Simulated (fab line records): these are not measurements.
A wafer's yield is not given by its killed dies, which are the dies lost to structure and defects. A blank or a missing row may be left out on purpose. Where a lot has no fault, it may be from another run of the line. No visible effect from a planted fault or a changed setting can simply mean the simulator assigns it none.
Comparing a struck lot with a sound one :: flow gf180mcu :: 22 out of 602 route steps
Sound: wafers L427.1, L427.2, L427.3. Struck: wafers L435.1, L435.2, L435.4. At the end, the cause is stated.
Per side, at each step with rows, come the tool, then ch with its chambers, and then its first start. Under that, the readings that differ: sound wafers :: struck wafers :: difference of the means :: sigmas: that difference in standard deviations of wafers without a fault.
alike: a reading whose means differ by less than 2 such deviations, as well as words and numbers matching on both sides. not compared: withheld readings; readings where some wafer has no value; bounds like >300 that might hide an equal value; numbers whose values overlap and for which the record gives no deviation.
Wherever a step has rows on one side only, a row that says differs or no value, or a row with sigmas, the two part there. Numbers that have no deviation but don't overlap get no sigmas and don't part them. Lack of a reading on every wafer of one side parts them only where that side has two or more wafers.

first, 4 steps without rows for these wafers: GF_TOP_METAL_SOFTBAKE_10 (time 60 s); GF_TOP_METAL_EXPOSE_11 (exposes mask MetalTop, target cd 440 nm); GF_TOP_METAL_PEB_12; GF_TOP_METAL_DEVELOP_13 (develop time 61.4 s).
GF_TOP_METAL_CD_MEAS_14: target cd 440 nm.
  sound on cd sem-01 at day 28 06:53; struck on cd sem-02 at day 30 17:45
  alike: cd nm
GF_TOP_METAL_OVL_MEAS_15:
  sound on overlay-01 at day 28 07:01; struck on overlay-02 at day 30 17:52
  alike: TOP_METAL_OVL
GF_TOP_METAL_METAL_ETCH_16: etches the open film in Cl2/BCl3, stops on SiO2, target depth 1077.5 nm, time 179.6 s.
  sound on rie metal-02 ch 0,1, day 28 07:02; struck on rie metal-02 ch 0, day 30 17:55
  alike: drypump motor current A, oes product au, throttle valve pct
  not compared: rf hours counter h
GF_TOP_METAL_STRIP_17: strips in O2/N2.
  sound on plasma asher-02 ch 0,1, day 28 07:17; struck on plasma asher-02 ch 0,1, day 30 18:16
  alike: drypump motor current A, heater power w, o2 flow sccm, oes product au, strip time to endpoint s
  not compared: rf hours counter h
then, 2 steps without rows for these wafers: GF_TOP_METAL_STRIP_18 (strips in post etch residue remover, time 1200 s); GF_TOP_METAL_CLEAN_19 (cleans in DIW).
GF_PASSIVATION_CVD_00: deposits SiO2 from TEOS, target thk 1000 nm, time 111.95 s.
  sound on pecvd-02 ch 0,1,2, day 28 07:49; struck on pecvd-03 ch 0,1,2, day 30 18:47
  alike: heater power outer w, heater power w, susceptor temp C
GF_PASSIVATION_THK_MEAS_01:
  sound on film metro-01 at day 28 07:54; struck on film metro-02 at day 30 18:52
  alike: PASSIVATION_CVD_00_THK
GF_PASSIVATION_CVD_02: deposits Si3N4, target thk 700 nm, time 486.18 s.
  sound on pecvd-03 ch 0,1,2, day 28 07:58; struck on pecvd-02 ch 1,2, day 30 18:56
  no value came back on the struck wafers for heater power outer w (W), heater power w (W), susceptor temp C (C); on the sound wafers heater power outer w (W) reads 408 398 464
then, 7 steps without rows for these wafers: GF_PASSIVATION_DEHYDRATE_04 (time 60 s); GF_PASSIVATION_HMDS_05 (prime time 60 s); GF_PASSIVATION_COAT_06 (resist thk 4000 nm); GF_PASSIVATION_SOFTBAKE_07; GF_PASSIVATION_EXPOSE_08 (exposes mask Pad, target cd 40000 nm); GF_PASSIVATION_PEB_09; GF_PASSIVATION_DEVELOP_10 (develop time 60 s).
GF_PASSIVATION_ETCH_11: etches the open film in CF4/O2, stops on TiN, target depth 1800 nm, time 400 s.
  sound on rie diel-03 ch 1,2,3, day 29 02:06; struck on rie diel-04 ch 0,1,3, day 31 12:42
reading: oes product au (a.u.)
sound: 0.960 0.955 0.958
struck: 0.988 0.990 0.996
difference: +0.034
sigmas: +5

reading: model.etch.depth nm (nm)
sound: 1690 1686 1690
struck: 1800 1791 1794
difference: +106
sigmas: 

reading: model.PASSIVATION.feature depth nm (nm)
sound: 1690 1686 1690
struck: 1800 1791 1794
difference: +106
sigmas: 
  alike: drypump motor current A, throttle valve pct
  not compared: rf hours counter h
GF_PASSIVATION_STRIP_12: strips in O2/N2.
  sound on plasma asher-01 ch 0,1, day 29 02:20; struck on plasma asher-03 ch 0,1, day 31 12:56
  alike: drypump motor current A, heater power w, o2 flow sccm, oes product au, strip time to endpoint s
  not compared: rf hours counter h

WHERE THEY PART
First at GF_PASSIVATION_CVD_02; last, within this record, at GF_PASSIVATION_ETCH_11. Later steps at which nothing parts them and some readings are alike: GF_PASSIVATION_STRIP_12.

WHY: what had been put in by the simulator
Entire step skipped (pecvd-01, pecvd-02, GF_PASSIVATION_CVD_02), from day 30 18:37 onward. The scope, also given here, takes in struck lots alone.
